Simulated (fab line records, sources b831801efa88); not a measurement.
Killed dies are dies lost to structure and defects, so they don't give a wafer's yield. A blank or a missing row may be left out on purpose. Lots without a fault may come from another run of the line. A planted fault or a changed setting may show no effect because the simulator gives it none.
Problem report in the 8D (eight disciplines) form, filled by code | flow sky130 | the parts of the form that need people (team, actions taken, sign-off) are left out

1. THE PROBLEM
ramp_down_c_per_s at SKY_SD_N_RTA_14 reads a mean of 36.001 on 6 wafers of 2 lots; wafers without a fault read 90.000 with a standard deviation of 0.016. That is -99 or more standard deviations from the usual mean.
The step: time 2 s.
First seen on wafer L574.1, day 32 07:17, on rtp_anneal-02. The record holds 36 wafers of 12 lots with a number at this step. Rule for "out", or "out of limits": more than 4 standard deviations from the usual mean. The other wafers with a number count as sound.

2. WHAT IT IS AND WHAT IT IS NOT
question                    | is                     | is not
which readings at this step | ramp_down_c_per_s      | lamp_power_pct, wafer_temp_C_max
which lots                  | L574, L576             | L562, L563, L566, L568, L569, L579, L581, L583, L584, L585
which wafers of those lots  | all that have a number | -
read on which tools         | rtp_anneal-02          | rtp_anneal-01
when                        | from day 32 07:17      | up to then (15 sound wafers); but 15 sound wafers of L579, L581, L583, L584, L585 came after

3. SUSPECTS, AND WHAT RULES EACH OUT
Counting: a tool at a process step up to the reading stays a suspect if it ran every lot that is out and no sound lot after the first of them.
- rtp_anneal-02 at SKY_SD_N_RTA_14 (time 2 s): ruled out as a lasting fault. Sound lots L584, L585 ran on it after its first lot that is out, L574 (day 32 07:17).
Left after counting: nothing in the record.

4. THE CAUSE (what the simulator had put in)
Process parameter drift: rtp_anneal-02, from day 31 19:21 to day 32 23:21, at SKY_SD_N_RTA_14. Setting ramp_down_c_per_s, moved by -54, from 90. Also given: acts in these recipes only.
Counting ruled it out, wrongly.

5. THE CHAIN OF EFFECTS, in route order
Each row: a reading whose mean over the struck wafers that have a number lies more than 3 standard deviations from the usual. Only readings for which the record gives a usual standard deviation are gone through. hours: the time from each lot's start at the first step in this table that gives one to its start at this step, as a median over the lots. sigmas: the change in usual standard deviations.
hours | step            | reading           | usual  | on struck wafers | change  | sigmas
0     | SKY_SD_N_RTA_14 | ramp_down_c_per_s | 90.000 | 36.001           | -53.999 | -99 or more
The process steps in it:
- SKY_SD_N_RTA_14: time 2 s.

6. WHAT WOULD HAVE CAUGHT IT SOONER
In this record the first reading out of limits was taken at day 32 07:17, 12 hours after the fault began at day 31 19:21.
